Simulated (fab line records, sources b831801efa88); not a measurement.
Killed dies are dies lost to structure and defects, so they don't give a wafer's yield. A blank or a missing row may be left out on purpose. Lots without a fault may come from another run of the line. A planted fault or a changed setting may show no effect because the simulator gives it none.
Which tool did it? | flow gf180mcu | 6 lots, 18 wafers sampled, at 2 steps of a route of 602

WHAT THE GAUGES READ, wafer by wafer
GF_V5_THK_MEAS_03.
lot  | measured     | on            | V5_CVD_02_THK (nm)
L880 | day 26 12:07 | film_metro-04 | 1424 1465 1465
L883 | day 27 20:25 | film_metro-04 | 1449 1092 1468
L892 | day 30 11:19 | film_metro-02 | 1420 1427 1462
L897 | day 31 16:21 | film_metro-04 | 1426 1473 1429
L899 | day 32 07:32 | film_metro-04 | 1451 1440 1484
L900 | day 32 17:13 | film_metro-03 | 1464 1432 1459

WHICH TOOL RAN EACH LOT (tool, then ch and the chambers of the sampled wafers, then the start)
lot  | GF_V5_CVD_02
L880 | pecvd-01 ch 0,1, day 26 12:00
L883 | pecvd-01 ch 0,1, day 27 20:19
L892 | pecvd-03 ch 0,1,2, day 30 11:13
L897 | pecvd-04 ch 0,1, day 31 16:13
L899 | pecvd-01 ch 1,2, day 32 07:25
L900 | pecvd-04 ch 1,2, day 32 17:06
- GF_V5_CVD_02: deposits SiO2 from TEOS, target thk 1450 nm, time 163.28 s.

THE ANSWER, worked out from the rows above alone
Rule: what is usual is taken from the lots themselves. Put in order of their means at a reading, lots are off if they are a third of the lots or fewer, leave a main group of 4 or more, and stand apart from it by a gap of 3 or more times the standard deviation of the main group's means; of several such gaps the widest counts. A main group whose means are all the same, to the digits that the tables above print for the reading, isn't used. A lot without any number at a reading at which 4 lots or more have one is off too. The other lots that the step has rows for count as sound.
Off: L883, at GF_V5_THK_MEAS_03 (V5_CVD_02_THK). The main group: mean 1448 nm, standard deviation 7.7.
A tool fits if, at a process step before that reading, it ran every lot that is off, and no sound lot after the first of them. The gauges at GF_V5_THK_MEAS_03 are tried like those tools. None of those tried fits.

WHAT THE SIMULATOR HAD PUT IN
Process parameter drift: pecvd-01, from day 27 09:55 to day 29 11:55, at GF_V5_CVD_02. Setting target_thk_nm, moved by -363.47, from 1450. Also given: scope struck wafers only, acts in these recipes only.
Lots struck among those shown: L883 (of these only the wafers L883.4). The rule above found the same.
